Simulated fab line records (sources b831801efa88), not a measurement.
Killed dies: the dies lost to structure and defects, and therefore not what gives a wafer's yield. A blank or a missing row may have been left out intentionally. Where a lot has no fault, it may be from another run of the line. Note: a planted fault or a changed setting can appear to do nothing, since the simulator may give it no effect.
Which tool is to blame? ; flow sky130 ; 11 lots, 33 wafers sampled, at 6 steps of a route of 708

== WHAT THE GAUGES READ, wafer by wafer ==
SKY_CONTACT_THK_MEAS_03. Usual: for CONTACT_HDPCVD_THK the level is 564 nm and the standard deviation is 5.2.
lot;measured;on;CONTACT_HDPCVD_THK (nm);flag
L904;day 30 22:50;film_metro-03;569 572 565;
L906;day 31 09:11;film_metro-03;563 566 563;
L905;day 31 09:50;film_metro-04;565 574 568;
L907;day 31 21:13;film_metro-04;568 563 571;
L908;day 32 09:12;film_metro-02;559 564 565;
L912;day 33 23:16;film_metro-02;448 453 457;OFF
L914;day 34 05:00;film_metro-02;444 445 446;OFF
L915;day 34 14:04;film_metro-04;560 568 573;
L923;day 37 02:01;film_metro-02;569 572 565;
L924;day 37 08:12;film_metro-03;568 570 563;
L925;day 37 10:22;film_metro-02;570 569 564;

SKY_METAL1_OVL_MEAS_16. Usual: for METAL1_OVL the level is 0 nm and the standard deviation is 6.1.
lot;measured;on;METAL1_OVL (nm);flag
L904;day 33 07:07;overlay-01;2 -10 -6;
L906;day 33 16:56;overlay-02;0 -9 -8;
L905;day 33 17:44;overlay-01;11 0 -5;
L907;day 34 04:26;overlay-01;6 -3 -7;
L908;day 34 17:17;overlay-02;-4 7 -1;
L912;day 36 07:19;overlay-01;1 -6 -10;
L914;day 36 11:38;overlay-01;-2 8 15;
L915;day 36 22:16;overlay-02;-2 8 2;
L923;day 39 07:06;overlay-02;-12 -8 -2;
L924;day 39 13:09;overlay-02;-4 4 -3;
L925;day 39 15:01;overlay-02;-16 -10 -12;

SKY_METAL2_RS_MEAS_05: the measuring method here is four-point-probe. Usual: for METAL2_ALCU_RS the level is 0.1268 ohm/sq and the standard deviation is 0.0013.
lot;measured;on;METAL2_ALCU_RS (ohm/sq);flag
L904;day 34 12:24;film_metro-01;0.1276 0.1278 0.1278;
L906;day 34 22:13;film_metro-04;0.1279 0.1271 0.1273;
L905;day 34 23:10;film_metro-01;0.1277 0.1273 0.1260;
L907;day 35 09:50;film_metro-04;0.1276 0.1263 0.1261;
L908;day 35 22:53;film_metro-02;0.1275 0.1270 0.1280;
L912;day 37 12:14;film_metro-02;0.1245 0.1251 0.1259;
L914;day 37 15:40;film_metro-02;0.1259 0.1260 0.1267;
L915;day 38 02:22;film_metro-01;0.1264 0.1259 0.1269;
L923;day 40 10:14;film_metro-04;0.1282 0.1281 0.1275;
L924;day 40 16:50;film_metro-01;0.1266 0.1256 0.1259;
L925;day 40 17:58;film_metro-04;0.1304 0.1284 0.1291;

== WHICH TOOL RAN EACH LOT (tool, then ch and the chambers of the sampled wafers, then the start) ==
lot;SKY_CONTACT_HDPCVD_02;SKY_CONTACT_CMP_04;SKY_METAL1_METAL_ETCH_19
L904;hdpcvd-01 ch 0,1,2, day 30 22:46;cmp-01 ch 0,2,3, day 30 22:53;rie_metal-02 ch 0,1, day 33 07:15
L906;hdpcvd-02 ch 0,2, day 31 09:06;cmp-02 ch 0,1,3, day 31 09:14;rie_metal-04 ch 0,1, day 33 17:03
L905;hdpcvd-01 ch 0,2, day 31 09:46;cmp-01 ch 1,2,3, day 31 09:59;rie_metal-02 ch 0,1, day 33 17:52
L907;hdpcvd-01 ch 0,1, day 31 21:08;cmp-01 ch 0,3, day 31 21:16;rie_metal-01 ch 0,1, day 34 04:34
L908;hdpcvd-01 ch 0,1, day 32 09:08;cmp-01 ch 0,3, day 32 09:19;rie_metal-02 ch 0,1, day 34 17:25
L912;hdpcvd-01 ch 0,1,2, day 33 23:11;cmp-01 ch 0,3, day 33 23:19;rie_metal-01 ch 1, day 36 07:26
L914;hdpcvd-01 ch 0,2, day 34 04:55;cmp-01 ch 0,1,3, day 34 05:09;rie_metal-01 ch 0,1, day 36 11:46
L915;hdpcvd-02 ch 0,1,2, day 34 14:00;cmp-02 ch 0,2,3, day 34 14:50;rie_metal-04 ch 0,1, day 36 22:23
L923;hdpcvd-02 ch 0,1,2, day 37 01:56;cmp-02 ch 0,1, day 37 02:07;rie_metal-02 ch 0,1, day 39 07:14
L924;hdpcvd-01 ch 0,1,2, day 37 08:07;cmp-02 ch 1,3, day 37 08:17;rie_metal-01 ch 0,1, day 39 13:17
L925;hdpcvd-01 ch 0,1, day 37 10:17;cmp-02 ch 2,3, day 37 10:25;rie_metal-01 ch 0,1, day 39 15:09
- SKY_CONTACT_HDPCVD_02: deposits SiO2, target thk 565 nm, time 94.2 s.
- SKY_CONTACT_CMP_04: polishes SiO2.
- SKY_METAL1_METAL_ETCH_19: etches the open film in Cl2/BCl3, stops on SiO2, target depth 360 nm, time 78 s.

== AS READ BY THE TOOLS THEMSELVES (means over the sampled wafers that have a number; for cases with no such wafer, the mark the record gives instead) ==
SKY_CONTACT_HDPCVD_02. Usual: run_length_s at 122.1 s, with a standard deviation of 0.58.
lot;tool;run_length_s (s);flag
L904;hdpcvd-01;122.3;
L906;hdpcvd-02;122.7;
L905;hdpcvd-01;122.3;
L907;hdpcvd-01;122.1;
L908;hdpcvd-01;121.7;
L912;hdpcvd-01;103.3;OFF
L914;hdpcvd-01;103.4;OFF
L915;hdpcvd-02;122.4;
L923;hdpcvd-02;122.4;
L924;hdpcvd-01;122.0;
L925;hdpcvd-01;122.1;

SKY_CONTACT_CMP_04. Usual: motor_current_A 12.5 A, standard deviation 1.2; time_to_endpoint_s 84 s, standard deviation 4.3.
lot;tool;motor_current_A (A);time_to_endpoint_s (s);flag
L904;cmp-01;11.4;88;
L906;cmp-02;13.0;85;
L905;cmp-01;11.6;83;
L907;cmp-01;11.6;83;
L908;cmp-01;11.2;85;
L912;cmp-01;11.0;41;OFF
L914;cmp-01;11.4;37;OFF
L915;cmp-02;13.6;85;
L923;cmp-02;13.7;95;
L924;cmp-02;13.3;91;
L925;cmp-02;14.4;87;

SKY_METAL1_METAL_ETCH_19. Usual: chamber_pressure_mTorr 10.000 mTorr, standard deviation 0.0094; drypump_motor_current_A 5.7 A, standard deviation 0.36; mfc_cl2_sccm 59.98 sccm, standard deviation 0.17; oes_product_au 0.854 a.u., standard deviation 0.0053; throttle_valve_pct 22.264 %, standard deviation 0.0085.
lot;tool;chamber_pressure_mTorr (mTorr);drypump_motor_current_A (A);mfc_cl2_sccm (sccm);oes_product_au (a.u.);throttle_valve_pct (%);flag
L904;rie_metal-02;10.006;5.8;60.02;0.856;22.252;
L906;rie_metal-04;10.006;5.9;59.90;0.850;22.256;
L905;rie_metal-02;10.002;5.8;59.86;0.856;22.274;
L907;rie_metal-01;9.991;5.2;60.13;0.858;22.269;
L908;rie_metal-02;9.996;5.8;59.81;0.856;22.270;
L912;rie_metal-01;9.996;5.0;59.68;0.849;22.269;
L914;rie_metal-01;10.004;5.4;60.08;0.851;22.270;
L915;rie_metal-04;9.998;6.1;60.00;0.854;22.265;
L923;rie_metal-02;9.988;5.8;60.06;0.852;22.262;
L924;rie_metal-01;10.003;5.2;60.00;0.852;22.261;
L925;rie_metal-01;10.010;5.4;59.99;0.846;22.266;

== THE ANSWER, worked out from the rows above alone ==
Rule: take the mean of a lot's wafers that have a number; if it is more than 3 standard deviations from the usual mean, the lot is off. Also off: a lot with no number at a reading for which 4 or more lots have one. Any other lot the step has rows for is counted as sound. After the gauges, taken in route order, come the tools' own readings; for these a lot's mean is taken, as printed above. The first step at which some lot is off is used, and at that step the reading that is off furthest; a lot without a number counts as furthest.
Off: at SKY_CONTACT_THK_MEAS_03 (CONTACT_HDPCVD_THK), L912, L914.
If a tool, at a process step before that reading, ran all the lots that are off and no sound lot after the first of them, it fits. The gauges at SKY_CONTACT_THK_MEAS_03 aren't tried: what is off there is off at SKY_CONTACT_HDPCVD_02 too, on other tools, and a gauge's error can't cause that. No candidate that was tried fits.

== WHAT THE SIMULATOR HAD INSERTED ==
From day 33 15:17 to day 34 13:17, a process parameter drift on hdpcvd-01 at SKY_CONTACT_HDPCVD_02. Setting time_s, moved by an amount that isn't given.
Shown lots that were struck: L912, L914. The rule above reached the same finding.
